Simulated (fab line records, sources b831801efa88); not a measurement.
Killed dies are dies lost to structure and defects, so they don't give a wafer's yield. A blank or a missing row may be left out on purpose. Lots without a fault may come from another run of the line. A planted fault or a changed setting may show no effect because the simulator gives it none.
fab line records | flow sky130
record lots=5 wafers=15 last_day=49
route steps=708 shown VIA3@591 METAL4@598 CAP2M@603 PAD_OPEN@708
lots that met no fault: from a run of the same line without faults
start_h: hours from the record's first day to the start of the lot's first wafer shown | wait_h: hours since the lot's step before | " the same as in the row above | L1.1+2: a row that stands for several wafers | - no value, or no start given | * or withheld: withheld | < > ~ a bound
route shown NAME@n: a module of which the file shows steps, and the number in the route of the first | usual: mean/standard deviation of fault-free wafers | same: alike in all rows | chamber/n: place in a boat | sites: the reading at each site | _std_site: their standard deviation | _edge_site: outer sites' mean less inner sites' | radius_mm: how far each site lies from the wafer's centre | mask NAME#n: copy n | behind: the tool/chamber that last shaped the wafer | hold: why the lot was held/for how many hours/how that ended | device: the transistor (n, p or np) that didn't switch | end of line: the same wafers' tests at the end of the route | a step without rows: its recipe alone | killed: dies lost to structure and defects at the first sort, not the wafer's yield | map: a wafer's dies, x killed, . not, _ none there
set.NAME: the setting as run; set.NAME@STEP: as run at that earlier step | model.NAME: the simulator's own value behind a step, which no gauge read
lots at some steps of the route; a table a step, a row a wafer
services: from which hour (start_h, from the record's first day; less than 0 if before it) a tool's chamber was out of use, for how many hours, and why
## steps
# step SKY_VIA3_CLEAN_18
# recipe chemistry=IPA time_s=180 temp_c=25
# step SKY_VIA3_CLEAN_19
# recipe chemistry=O3/DIW dry=n2_spin
# step SKY_VIA3_SPUTTER_20
# recipe material=TiN target_thk_nm=20 chamber_pressure_pa=5 power_w=4000 time_s=80
# step SKY_VIA3_CVD_21
# recipe material=W target_thk_nm=390 time_s=117.31 temp_c=400 pressure_torr=40
# step SKY_VIA3_RS_MEAS_22
# recipe thk_meas_gauge=four-point-probe reads=W_of_VIA3_CVD_21+TiN_of_VIA3_SPUTTER_20
# usual VIA3_W_RS=0.2932/0.0024
# columns lot.wafer tool chamber start_h wait_h VIA3_W_RS[ohm/sq]
L546.1 film_metro-02 - 936.07 0.1 0.2925
L546.5 " - " " 0.2880
L546.6 " - " " 0.2873
L550.1 film_metro-02 - 975.00 0.1 0.2926
L550.2 " - " " 0.2941
L550.4 " - " " 0.2963
L555.2 film_metro-01 - 1010.61 0.1 0.2946
L555.4 " - " " 0.2963
L555.6 " - " " 0.2939
L557.2 film_metro-03 - 1023.18 0.1 0.2950
L557.3 " - " " 0.2948
L557.6 " - " " 0.2934
L563.1 film_metro-02 - 1061.49 0.1 0.2964
L563.3 " - " " 0.2922
L563.5 " - " " 0.2908
# step SKY_VIA3_THK_MEAS_23
# recipe thk_meas_gauge=xrf reads=W_of_VIA3_CVD_21
# usual VIA3_W_THK=387/5.3
# columns lot.wafer tool chamber start_h wait_h VIA3_W_THK[nm]
L546.1 film_metro-02 - 936.19 0.1 394
L546.5 " - " " 397
L546.6 " - " " 400
L550.1 film_metro-02 - 975.12 0.1 392
L550.2 " - " " 390
L550.4 " - " " 386
L555.2 film_metro-01 - 1010.72 0.1 384
L555.4 " - " " 380
L555.6 " - " " 384
L557.2 film_metro-03 - 1023.29 0.1 384
L557.3 " - " " 385
L557.6 " - " " 385
L563.1 film_metro-02 - 1061.61 0.1 380
L563.3 " - " " 389
L563.5 " - " " 388
# step SKY_VIA3_CMP_24
# recipe stop_on=SiO2 t_overpolish_s=20 down_force_psi=3.5 platen_rpm=60 target_thk_nm=0 pad_velocity_m_s=0.94248
# step SKY_METAL4_SPUTTER_00
# recipe material=Ti target_thk_nm=15 power_w=3000 time_s=10 chamber_pressure_pa=0.4
# step SKY_METAL4_SPUTTER_01
# recipe material=TiN target_thk_nm=20 power_w=6500 time_s=16.7 chamber_pressure_pa=0.4
# step SKY_METAL4_SPUTTER_02
# recipe material=AlCu target_thk_nm=735 power_w=10600 time_s=39.1 chamber_pressure_pa=0.4
# usual cathode_dc_power_W=10600/2 throttle_valve_pct=30.6/1.2
# same time_s=39.1
# columns lot.wafer tool chamber start_h wait_h cathode_dc_power_W throttle_valve_pct
L546.1 pvd_sputter-04 - 936.60 0.0 10599 29.3
L546.5 " - " " 10598 29.3
L546.6 " - " " 10600 30.6
L550.1 pvd_sputter-01 - 975.65 0.0 10598 29.8
L550.2 " - " " 10603 30.8
L550.4 " - " " 10599 31.1
L555.2 pvd_sputter-01 - 1011.12 0.0 10600 30.2
L555.4 " - " " 10599 29.7
L555.6 " - " " 10600 31.2
L557.2 pvd_sputter-04 - 1023.69 0.0 10602 29.0
L557.3 " - " " 10600 30.7
L557.6 " - " " 10604 30.8
L563.1 pvd_sputter-02 - 1062.01 0.0 10600 31.7
L563.3 " - " " 10602 33.5
L563.5 " - " " 10601 31.5
# step SKY_METAL4_SPUTTER_03
# recipe material=Ti target_thk_nm=5 power_w=3000 time_s=3.3 chamber_pressure_pa=0.4
# step SKY_METAL4_SPUTTER_04
# recipe material=TiN target_thk_nm=70 power_w=6500 time_s=58.3 chamber_pressure_pa=0.4
# step SKY_CAP2M_CVD_00
# recipe material=SiO2 target_thk_nm=15.5 temp_c=400 time_s=withheld rf_w=450
# usual heater_power_w=842/100 rf_fwd_power_W=441.4/2.5
# columns lot.wafer tool chamber start_h wait_h heater_power_w rf_fwd_power_W model.SiO2_of_CAP2M_CVD_00.thk_nm
L546.1 pecvd-04 2 936.71 0.0 837 441.6 15.4
L546.5 " 0 " " 942 442.0 15.76
L546.6 " 2 " " 829 442.6 15.84
L550.1 pecvd-03 1 975.76 0.0 888 445.9 15.4
L550.2 " 0 " " 750 438.3 15.43
L550.4 " 0 " " 795 439.5 15.7
L555.2 pecvd-03 0 1011.23 0.0 698 439.0 13.96
L555.4 " 1 " " 824 444.3 15.34
L555.6 " 0 " " 691 441.0 15.61
L557.2 pecvd-04 0 1023.80 0.0 913 442.6 15.32
L557.3 " 0 " " 934 443.9 16
L557.6 " 2 " " 910 441.2 15.94
L563.1 pecvd-04 0 1062.12 0.0 873 443.0 15.6
L563.3 " 2 " " 847 443.4 15.4
L563.5 " 2 " " 852 443.3 15.85
# step SKY_CAP2M_THK_MEAS_01
# recipe reads=SiO2_of_CAP2M_CVD_00
# usual CAP2M_CVD_00_THK=15.50/0.2
# columns lot.wafer tool chamber start_h wait_h hold CAP2M_CVD_00_THK[nm]
L546.1 film_metro-04 - 936.73 - - 15.42
L546.5 " - " " - 15.73
L546.6 " - " " - 15.82
L550.1 film_metro-02 - 975.78 - - 15.36
L550.2 " - " " - 15.42
L550.4 " - " " - 15.69
L555.2 film_metro-04 - 1011.27 - await_dispo/0.2h/release 13.97
L555.4 " - " " await_dispo/0.2h/release 15.39
L555.6 " - " " await_dispo/0.2h/release 15.58
L555.2 film_metro-04 - 1011.50 0.2 - 13.93
L555.4 " - " " - 15.32
L555.6 " - " " - 15.57
L557.2 film_metro-04 - 1023.84 - - 15.33
L557.3 " - " " - 15.98
L557.6 " - " " - 15.92
L563.1 film_metro-04 - 1062.14 - - 15.63
L563.3 " - " " - 15.41
L563.5 " - " " - 15.87
# step SKY_CAP2M_RS_MEAS_03
# recipe thk_meas_gauge=four-point-probe reads=TiN_of_CAP2M_SPUTTER_02
# usual CAP2M_TIN_RS=6.93/0.057
# columns lot.wafer tool chamber start_h wait_h CAP2M_TIN_RS[ohm/sq]
L546.1 film_metro-04 - 936.90 0.1 7.02
L546.5 " - " " 6.98
L546.6 " - " " 6.95
L550.1 film_metro-04 - 975.95 0.1 6.89
L550.2 " - " " 6.91
L550.4 " - " " 6.86
L557.2 film_metro-02 - 1024.02 0.1 6.89
L557.3 " - " " 6.94
L557.6 " - " " 6.85
L555.2 film_metro-02 - 1024.32 0.1 6.99
L555.4 " - " " 6.95
L555.6 " - " " 7.00
L563.1 film_metro-02 - 1062.31 0.1 6.93
L563.3 " - " " 6.93
L563.5 " - " " 6.95
# step SKY_CAP2M_THK_MEAS_04
# recipe thk_meas_gauge=xrf reads=TiN_of_CAP2M_SPUTTER_02
# usual CAP2M_TIN_THK=201.5/2.2
# columns lot.wafer tool chamber start_h wait_h CAP2M_TIN_THK[nm]
L546.1 film_metro-04 - 937.02 0.1 199.5
L546.5 " - " " 199.8
L546.6 " - " " 200.3
L550.1 film_metro-04 - 976.07 0.1 202.3
L550.2 " - " " 202.9
L550.4 " - " " 203.6
L557.2 film_metro-02 - 1024.13 0.1 201.9
L557.3 " - " " 200.1
L557.6 " - " " 203.5
L555.2 film_metro-02 - 1024.43 0.1 199.1
L555.4 " - " " 200.5
L555.6 " - " " 198.1
L563.1 film_metro-02 - 1062.43 0.1 200.9
L563.3 " - " " 200.7
L563.5 " - " " 199.7
# step SKY_CAP2M_DEHYDRATE_05
# recipe temp_c=200 time_s=60
# step SKY_CAP2M_HMDS_06
# recipe prime_time_s=60 prime_temp_c=120
# step SKY_CAP2M_COAT_07
# recipe resist=NOVOLAK spin_rpm=3000 resist_thk_nm=1140
# step SKY_CAP2M_SOFTBAKE_08
# recipe temp_c=90 time_s=60 resist=NOVOLAK
# step SKY_CAP2M_EXPOSE_09
# recipe mask_id=CAP2M na=0.6 source_shape=conventional sigma_outer=0.6 polarization=unpolarized target_cd_nm=1000 dose_mj=159
# step SKY_CAP2M_PEB_10
# recipe temp_c=withheld time_s=* resist=NOVOLAK
# step SKY_CAP2M_DEVELOP_11
# recipe resist=NOVOLAK developer=TMAH develop_time_s=60 dev_temp_c=23
# step SKY_CAP2M_OVL_MEAS_12
# usual CAP2M_OVL=0.4/1.4
# columns lot.wafer tool chamber start_h wait_h CAP2M_OVL[nm]
L546.1 overlay-01 - 960.76 0.1 -0.1
L546.5 " - " " 0.6
L546.6 " - " " -0.3
L550.1 overlay-02 - 1000.13 0.1 -1.1
L550.2 " - " " -0.6
L550.4 " - " " -1.8
L555.2 overlay-01 - 1035.17 0.1 1.1
L555.4 " - " " 0.7
L555.6 " - " " 2.3
L557.2 overlay-01 - 1047.07 0.1 1.7
L557.3 " - " " -0.1
L557.6 " - " " 0.3
L563.1 overlay-01 - 1083.81 0.1 0.3
L563.3 " - " " 0.8
L563.5 " - " " 0.7
# step SKY_CAP2M_METAL_ETCH_13
# recipe target_depth_nm=220 stop_on=SiO2 chemistry=Cl2/BCl3 target=TiN pressure_mtorr=10 icp_w=900 bias_w=48.5 Cl2_flow_sccm=60 bcl3_flow_sccm=30 time_s=62.9
# usual drypump_motor_current_A=5.8/0.56 oes_product_au=0.939/0.0062 rf_fwd_power_W=893/3.2 throttle_valve_pct=21.902/0.01
# same time_s=62.9
# columns lot.wafer tool chamber start_h wait_h drypump_motor_current_A oes_product_au rf_fwd_power_W rf_hours_counter_h throttle_valve_pct
L546.1 rie_metal-04 1 960.80 0.0 6.0 0.925 887 7 21.908
L546.5 " 0 " " 5.1 0.938 889 - 21.921
L546.6 " 1 " " 6.0 0.937 889 - 21.903
L550.1 rie_metal-03 0 1000.17 0.0 6.0 0.938 898 19 21.908
L550.2 " 1 " " 6.2 0.940 890 1 21.920
L550.4 " 0 " " 6.0 0.951 893 - 21.900
L555.2 rie_metal-04 1 1035.20 0.0 6.0 0.938 896 11 21.902
L555.4 " 0 " " 5.1 0.936 889 - 21.906
L555.6 " 1 " " 6.0 0.927 893 - 21.895
L557.2 rie_metal-02 0 1047.10 0.0 4.8 0.939 894 22 21.910
L557.3 " 1 " " 6.5 0.947 898 - 21.897
L557.6 " 1 " " 6.5 0.947 899 - 21.889
L563.1 rie_metal-04 1 1083.85 0.0 6.0 0.932 885 14 21.897
L563.3 " 1 " " 6.0 0.937 893 - 21.901
L563.5 " 1 " " 6.1 0.945 890 - 21.911
# step SKY_CAP2M_STRIP_14
# recipe chemistry=O2/N2 power_w=1400 pressure_mtorr=1500 platen_temp_c=withheld o2_flow_sccm=3000 n2_flow_sccm=300 overash_fraction=0.5
# usual drypump_motor_current_A=5.6/0.38 oes_product_au=0.711/0.0048 strip_time_to_endpoint_s=12.64/0.044
# columns lot.wafer tool chamber start_h wait_h drypump_motor_current_A oes_product_au rf_hours_counter_h strip_time_to_endpoint_s
L546.1 plasma_asher-01 0 960.88 0.1 5.0 0.715 54 12.68
L546.5 " 0 " " 5.0 0.722 - 12.64
L546.6 " 1 " " 6.1 0.707 - 12.68
L550.1 plasma_asher-01 0 1000.25 0.1 5.0 0.703 58 12.66
L550.2 " 1 " " 6.1 0.716 58 12.67
L550.4 " 1 " " 6.1 0.706 - 12.59
L555.2 plasma_asher-01 1 1035.28 0.1 6.1 0.710 62 12.59
L555.4 " 1 " " 6.1 0.710 - 12.59
L555.6 " 0 " " 5.0 0.717 - 12.59
L557.2 plasma_asher-01 0 1047.18 0.1 5.0 0.709 63 12.73
L557.3 " 1 " " 6.1 0.712 - 12.65
L557.6 " 1 " " 6.1 0.715 - 12.70
L563.1 plasma_asher-03 0 1083.93 0.1 5.5 0.708 35 12.62
L563.3 " 1 " " 5.8 0.709 - 12.63
L563.5 " 1 " " 5.8 0.713 - 12.62
# step SKY_CAP2M_STRIP_15
# recipe chemistry=post_etch_residue_remover time_s=1200 temp_c=72.5
# step SKY_CAP2M_CLEAN_16
# recipe chemistry=IPA time_s=180 temp_c=25
# step SKY_CAP2M_CLEAN_17
# recipe chemistry=O3/DIW dry=n2_spin
# step SKY_METAL4_DEHYDRATE_05
# recipe temp_c=200 time_s=60
# step SKY_METAL4_HMDS_06
# recipe prime_time_s=60 prime_temp_c=120
# step SKY_METAL4_COAT_07
# recipe resist=BARC temp_c=withheld time_s=withheld spin_rpm=3000 resist_thk_nm=60
# step SKY_METAL4_COAT_08
# recipe resist=KrF-thick spin_rpm=3000 resist_thk_nm=1140
# step SKY_METAL4_SOFTBAKE_09
# recipe temp_c=100 time_s=90 resist=KrF-thick
# step SKY_METAL4_EXPOSE_10
# recipe mask_id=MM4 na=0.68 source_shape=annular sigma_inner=0.4 sigma_outer=0.8 target_cd_nm=300 dose_mj=28
# step SKY_METAL4_PEB_11
# recipe peb_temp_c=withheld peb_time_s=withheld resist=KrF-thick
# step SKY_METAL4_DEVELOP_12
# recipe develop_time_s=60 resist=KrF-thick dev_temp_c=21
# step SKY_METAL4_CD_MEAS_13
# recipe target_cd_nm=300
# usual cd_nm=299.6/1.6
# columns lot.wafer tool chamber start_h wait_h cd_nm
L546.1 cd_sem-02 - 985.86 - 299.1
L546.5 " - " " 299.7
L546.6 " - " " 299.1
L550.1 cd_sem-01 - 1023.46 - 300.2
L550.2 " - " " 301.2
L550.4 " - " " 301.4
L555.2 cd_sem-01 - 1057.83 - 300.8
L555.4 " - " " 299.8
L555.6 " - " " 299.6
L557.2 cd_sem-02 - 1069.73 - 299.9
L557.3 " - " " 300.1
L557.6 " - " " 301.6
L563.1 cd_sem-01 - 1105.06 - 299.2
L563.3 " - " " 300.3
L563.5 " - " " 301.4
# step SKY_METAL4_OVL_MEAS_14
# usual METAL4_OVL=-2/5.5
# columns lot.wafer tool chamber start_h wait_h METAL4_OVL[nm]
L546.1 overlay-02 - 985.98 0.1 -7
L546.5 " - " " -11
L546.6 " - " " -7
L550.1 overlay-01 - 1023.58 0.1 0
L550.2 " - " " -4
L550.4 " - " " -3
L555.2 overlay-02 - 1057.94 0.1 -5
L555.4 " - " " 2
L555.6 " - " " -3
L557.2 overlay-01 - 1069.83 0.1 4
L557.3 " - " " 6
L557.6 " - " " 8
L563.1 overlay-02 - 1105.18 0.1 -4
L563.3 " - " " -9
L563.5 " - " " -6
# step SKY_METAL4_DESCUM_15
# recipe chemistry=O2 source_power_w=150 bias_power_w=0 pressure_mtorr=10 temp_c=40 time_s=8
# usual drypump_motor_current_A=5.9/0.41 oes_product_au=1.000/0.0067 rf_fwd_power_W=147.0/0.68
# same time_s=8
# columns lot.wafer tool chamber start_h wait_h drypump_motor_current_A oes_product_au rf_fwd_power_W rf_hours_counter_h
L546.1 rie_metal-04 1 986.01 0.0 6.1 1.004 145.8 8
L546.5 " 1 " " 6.0 0.997 145.9 -
L546.6 " 0 " " 5.1 1.003 147.7 -
L550.1 rie_metal-03 1 1023.61 0.0 6.2 1.006 147.5 4
L550.2 " 1 " " 6.2 0.993 146.7 -
L550.4 " 1 " " 6.2 1.001 147.6 -
L555.2 rie_metal-03 1 1057.97 0.0 6.2 0.998 147.2 6
L555.4 " 1 " " 6.2 0.994 147.2 -
L555.6 " 0 " " 6.0 1.003 147.6 -
L557.2 rie_metal-03 0 1069.86 0.0 5.9 0.995 147.7 2
L557.3 " 0 " " 6.0 1.003 147.0 -
L557.6 " 0 " " 5.9 0.998 147.6 -
L563.1 rie_metal-01 1 1105.21 0.0 5.8 1.012 147.7 12
L563.3 " 0 " " 6.4 0.992 146.5 -
L563.5 " 1 " " 5.8 0.997 147.4 -
# step SKY_METAL4_ETCH_16
# recipe chemistry=N2/H2 target=BARC ion_energy_ev=200 bias_w=100 pressure_mtorr=30 n2_flow_sccm=100 h2_flow_sccm=200 icp_w=500 stop_on=SiO2 time_s=88.2 target_depth_a=600
# usual drypump_motor_current_A=5.9/0.41 oes_product_au=0.625/0.0045 rf_fwd_power_W=496.4/1.7 throttle_valve_pct=13.206/0.0097
# same time_s=88.2
# columns lot.wafer tool chamber start_h wait_h drypump_motor_current_A oes_product_au rf_fwd_power_W rf_hours_counter_h throttle_valve_pct
L546.1 rie_metal-04 1 986.06 0.0 6.0 0.626 494.1 8 13.205
L546.5 " 1 " " 6.1 0.620 496.3 - 13.207
L546.6 " 0 " " 5.1 0.622 497.7 - 13.200
L550.1 rie_metal-03 1 1023.68 0.1 6.2 0.624 498.7 4 13.201
L550.2 " 1 " " 6.2 0.622 499.1 - 13.206
L550.4 " 1 " " 6.2 0.627 497.4 - 13.203
L555.2 rie_metal-03 1 1058.00 0.0 6.2 0.627 496.8 6 13.197
L555.4 " 1 " " 6.2 0.628 498.3 - 13.217
L555.6 " 0 " " 6.0 0.629 495.7 - 13.218
L557.2 rie_metal-03 0 1069.90 0.0 6.0 0.621 496.3 2 13.206
L557.3 " 0 " " 5.9 0.622 498.7 - 13.204
L557.6 " 0 " " 6.0 0.632 498.8 - 13.213
L563.1 rie_metal-01 1 1105.25 0.0 5.8 0.634 496.9 12 13.194
L563.3 " 0 " " 6.4 0.622 495.8 - 13.198
L563.5 " 1 " " 5.8 0.631 497.6 - 13.200
# step SKY_METAL4_ETCH_17
# recipe target=SiO2 stop_on=TiN chemistry=C4F8/O2/Ar source_w=1500 bias_w=1200 pressure_mtorr=40 c4f8_flow_sccm=withheld O2_flow_sccm=6 Ar_flow_sccm=300 time_s=3.9 target_depth_a=150
# usual oes_product_au=0.754/0.0068 rf_fwd_power_W=1468/7.6
# same time_s=3.9
# columns lot.wafer tool chamber start_h wait_h oes_product_au rf_fwd_power_W rf_hours_counter_h model.etch.depth_nm
L546.1 rie_diel-02 3 986.19 0.1 0.747 1477 1 15.4
L546.5 " 0 " " 0.757 1478 - 15.76
L546.6 " 1 " " 0.766 1463 - 15.84
L550.1 rie_diel-02 3 1023.87 0.2 0.750 1482 2 15.4
L550.2 " 1 " " 0.753 1465 5 15.43
L550.4 " 0 " " 0.755 1471 13 15.7
L555.2 rie_diel-03 2 1058.10 0.1 0.724 1458 23 13.96
L555.4 " 1 " " 0.747 1468 12 15.34
L555.6 " 3 " " 0.765 1464 - 15.61
L557.2 rie_diel-03 1 1069.99 0.1 0.745 1466 12 15.32
L557.3 " 3 " " 0.771 1457 18 16
L557.6 " 3 " " 0.769 1459 - 15.94
L563.1 rie_diel-03 2 1105.34 0.1 0.750 1460 24 15.6
L563.3 " 3 " " 0.752 1467 19 15.4
L563.5 " 1 " " 0.763 1459 - 15.85
# step SKY_PAD_OPEN_PROBE_99
# usual defect_limited_yield=82.7/1.9 killed_at_M0_to_M3=43/7.1 killed_at_M4_up=3.2/1.9 killed_at_contacts=23/5.1 killed_at_front_end=15/4.5 killed_at_other=0.4/0.65 killed_dies=85/9.4 killed_open=47/6.8 killed_short=38/6.1 sort_bin_3_pad_short=0.8/0.38 sort_bin_5_function=10.3/1.5 sort_bin_6_memory=6.2/1.1 sort_n_pass=407/9.4 sort_yield_pct=82.7/1.9
# same gross_dies=492 killed_at_back_side=0 sort_bin_4_leakage[%]=0 sort_bin_8_speed[%]=0
# columns lot.wafer tool chamber start_h wait_h defect_limited_yield[%] killed_at_M0_to_M3 killed_at_M4_up killed_at_contacts killed_at_front_end killed_at_other killed_dies killed_open killed_short sort_bin_3_pad_short[%] sort_bin_5_function[%] sort_bin_6_memory[%] sort_n_pass sort_yield_pct[%] model.etest.cap_mim2.bv_v model.etest.cap_mim2.leak_log10_a_cm2 model.etest.cap_mim2.c_ff_um2
L546.1 prober-02 - 1082.61 0.1 82.9 43 6 23 11 1 84 42 42 1.0 10.4 5.7 408 82.9 14.02 -8.87 2.378
L546.5 prober-02 - 1082.81 0.2 82.3 42 6 28 11 0 87 57 30 0.4 12.4 4.9 405 82.3 14.37 -8.965 2.301
L546.6 prober-02 - 1082.86 0.2 81.3 48 2 19 23 0 92 48 44 0 11.4 7.3 400 81.3 13.72 -8.918 2.293
L550.1 prober-02 - 1115.78 0.1 83.1 34 1 35 13 0 83 46 34 0.8 11.6 4.5 409 83.1 13.88 -9.095 2.38
L550.2 prober-02 - 1115.83 0.1 82.3 52 1 20 14 0 87 50 33 1.0 10.4 6.3 405 82.3 13.35 -9.211 2.338
L550.4 prober-02 - 1115.93 0.2 81.1 45 7 23 18 0 93 61 31 1.4 11.6 5.9 399 81.1 14.1 -9.009 2.304
L555.2 prober-01 - 1146.39 0.1 82.9 42 2 25 15 0 84 43 41 0.2 10.6 6.3 408 82.9 12.2 -8.495 2.599
L555.4 prober-01 - 1146.49 0.2 80.9 49 1 24 20 0 94 54 40 0.4 10.4 8.3 398 80.9 13.74 -8.92 2.374
L555.6 prober-01 - 1146.59 0.2 82.1 52 2 21 13 0 88 55 33 0.6 10.2 7.1 404 82.1 14.1 -9.024 2.315
L557.2 prober-01 - 1156.83 0.1 83.5 43 3 23 12 0 81 47 32 0.6 8.9 6.9 411 83.5 13.4 -8.859 2.349
L557.3 prober-01 - 1156.88 0.2 79.9 55 4 20 19 1 99 56 43 0.8 11.4 7.9 393 79.9 14.62 -9.183 2.27
L557.6 prober-01 - 1157.03 0.2 81.1 51 5 22 15 0 93 52 41 1.4 12.2 5.3 399 81.1 14.76 -9.027 2.268
L563.1 prober-01 - 1184.29 0.1 81.9 36 1 27 25 0 89 46 43 1.2 10.6 6.3 403 81.9 13.6 -8.964 2.333
L563.3 prober-01 - 1184.39 0.2 85.0 43 3 19 9 0 74 33 41 0.4 8.7 5.9 418 85.0 13.59 -8.834 2.367
L563.5 prober-01 - 1184.49 0.2 83.1 42 1 25 14 1 83 49 34 0.6 11.2 5.1 409 83.1 14.28 -9.188 2.289
# killed by level:class
L546.1 VIA1:geometric_particle:open=12 VIA3:geometric_particle:open=8 CONTACT:geometric_particle:open=7 METAL4:geometric_particle:short=6 VIA3:geometric_particle:short=6 LOCAL_INTERCONNECT:geometric_particle:short=5 LI_CONTACT:geometric_particle:open=4 POLY_GATE:geometric_particle:short=4
L546.5 VIA1:geometric_particle:open=12 VIA3:geometric_particle:open=11 LI_CONTACT:geometric_particle:open=9 CONTACT:geometric_particle:open=8 CONTACT:geometric_particle:short=6 FIELD_ISO:geometric_particle:open=5 VIA1:geometric_particle:short=4 VIA2:geometric_particle:open=4
L546.6 VIA1:geometric_particle:open=12 FIELD_ISO:geometric_particle:open=8 METAL1:geometric_particle:short=7 VIA2:geometric_particle:open=7 POLY_GATE:geometric_particle:short=6 VIA1:geometric_particle:short=6 CONTACT:geometric_particle:open=6 LI_CONTACT:geometric_particle:open=5
L550.1 LI_CONTACT:geometric_particle:open=11 CONTACT:geometric_particle:open=10 VIA3:geometric_particle:open=6 LI_CONTACT:geometric_particle:short=5 CONTACT:geometric_particle:short=5 VIA1:geometric_particle:short=5 METAL2:geometric_particle:short=5 POLY_GATE:geometric_particle:open=4
L550.2 VIA1:geometric_particle:open=14 METAL2:geometric_particle:short=8 CONTACT:geometric_particle:open=8 POLY_GATE:geometric_particle:open=6 LI_CONTACT:geometric_particle:open=5 VIA3:geometric_particle:open=5 VIA2:geometric_particle:open=4 VIA1:geometric_particle:short=4
L550.4 VIA1:geometric_particle:open=11 VIA2:geometric_particle:open=10 CONTACT:geometric_particle:open=9 VIA3:geometric_particle:open=7 LI_CONTACT:geometric_particle:open=6 VIA1:geometric_particle:short=6 FIELD_ISO:geometric_particle:open=5 POLY_GATE:geometric_particle:short=4
L555.2 CONTACT:geometric_particle:open=8 METAL2:geometric_particle:short=8 VIA1:geometric_particle:open=8 VIA3:geometric_particle:open=8 VIA1:geometric_particle:short=7 LI_CONTACT:geometric_particle:open=6 CONTACT:geometric_particle:short=5 VIA2:geometric_particle:open=4
L555.4 VIA1:geometric_particle:open=15 LI_CONTACT:geometric_particle:open=10 VIA2:geometric_particle:open=8 FIELD_ISO:geometric_particle:short=6 CONTACT:geometric_particle:open=6 METAL1:geometric_particle:short=6 CONTACT:geometric_particle:short=5 VIA2:geometric_particle:short=5
L555.6 VIA1:geometric_particle:open=11 VIA2:geometric_particle:open=10 LI_CONTACT:geometric_particle:open=9 VIA3:geometric_particle:open=7 METAL2:geometric_particle:short=6 FIELD_ISO:geometric_particle:open=4 CONTACT:geometric_particle:open=4 VIA3:geometric_particle:short=4
L557.2 CONTACT:geometric_particle:open=11 VIA1:geometric_particle:open=9 VIA2:geometric_particle:open=6 VIA3:geometric_particle:open=6 METAL1:geometric_particle:short=5 VIA2:geometric_particle:short=4 METAL3:geometric_particle:short=4 POLY_GATE:geometric_particle:short=3
L557.3 VIA1:geometric_particle:open=17 CONTACT:geometric_particle:open=9 VIA3:geometric_particle:short=7 METAL1:geometric_particle:short=6 METAL2:geometric_particle:short=5 VIA2:geometric_particle:open=5 FIELD_ISO:geometric_particle:open=4 CONTACT:geometric_particle:short=4
L557.6 VIA1:geometric_particle:open=13 LI_CONTACT:geometric_particle:open=9 VIA3:geometric_particle:open=7 METAL1:geometric_particle:short=7 CONTACT:geometric_particle:open=6 METAL2:geometric_particle:short=6 VIA1:geometric_particle:short=5 VIA2:geometric_particle:short=5
L563.1 POLY_GATE:geometric_particle:open=8 METAL2:geometric_particle:short=8 LI_CONTACT:geometric_particle:open=7 CONTACT:geometric_particle:open=7 VIA2:geometric_particle:open=6 CONTACT:geometric_particle:short=6 FIELD_ISO:geometric_particle:open=5 VIA1:geometric_particle:open=5
L563.3 VIA2:geometric_particle:open=10 METAL1:geometric_particle:short=8 VIA1:geometric_particle:open=7 VIA2:geometric_particle:short=6 METAL2:geometric_particle:short=5 CONTACT:geometric_particle:short=4 LI_CONTACT:geometric_particle:short=4 LI_CONTACT:geometric_particle:open=4
L563.5 VIA1:geometric_particle:open=10 CONTACT:geometric_particle:open=10 VIA3:geometric_particle:open=9 LI_CONTACT:geometric_particle:open=6 CONTACT:geometric_particle:short=6 METAL1:geometric_particle:short=6 VIA2:geometric_particle:open=5 FIELD_ISO:geometric_particle:open=4
## services
# columns tool chamber start_h hours kind
rie_metal-01 1 934.01 1.2 repair
rie_diel-02 3 935.49 6.2 repair
rie_metal-03 - 946.67 14.6 pm
rie_metal-01 - 951.07 2.8 pm
rie_diel-03 1 960.49 13.2 repair
rie_metal-03 1 963.32 - clean
rie_metal-03 1 963.32 16.9 scheduled_down
rie_metal-03 1 963.32 16.9 vent_cycle
rie_metal-02 - 978.15 2.8 pm
pecvd-03 - 983.07 5.5 pm
pvd_sputter-04 - 983.99 1.9 repair
rie_metal-02 - 994.34 14.6 pm
pvd_sputter-02 - 1001.31 36.9 repair
rie_metal-03 0 1001.60 3.1 repair
pecvd-03 2 1004.55 23.2 repair
plasma_asher-03 - 1006.01 2.8 pm
pecvd-04 1 1019.71 4.1 repair
rie_metal-01 1 1040.95 5.8 repair
rie_metal-03 1 1048.03 3.3 repair
pvd_sputter-04 - 1057.39 14.6 repair
pecvd-04 0 1067.44 3.6 repair
rie_diel-03 - 1067.55 1.7 repair
rie_metal-03 0 1073.30 11.9 repair
rie_diel-03 - 1098.18 2.8 pm
## key
first_sign step=SKY_CAP2M_THK_MEAS_01 reading=visit direction=added
effect step=SKY_CAP2M_THK_MEAS_01 reading=CAP2M_CVD_00_THK direction=down sigmas=7.6 usual=15.50 struck=13.97
effect step=SKY_METAL4_ETCH_17 reading=oes_product_au direction=down sigmas=4.4 usual=0.754 struck=0.724
model_effect step=SKY_CAP2M_CVD_00 value=SiO2_of_CAP2M_CVD_00.thk_nm without=15.36 struck=13.96
model_effect step=SKY_METAL4_ETCH_17 value=etch.depth_nm without=15.36 struck=13.96
model_effect step=SKY_PAD_OPEN_PROBE_99 value=etest.cap_mim2.bv_v without=13.42 struck=12.2
met_at SKY_CAP2M_CVD_00
struck_wafers L555.2
onset_between 975.76 1011.23
fault kind=process_parameter_drift tool=pecvd-03 chamber=- onset_h=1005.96 steps=SKY_CAP2M_CVD_00 channel=target_thk_nm offset=-1.415 shape=step end_h=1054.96 scope=struck_wafers_only acts_in=these_recipes_only stated=15.5
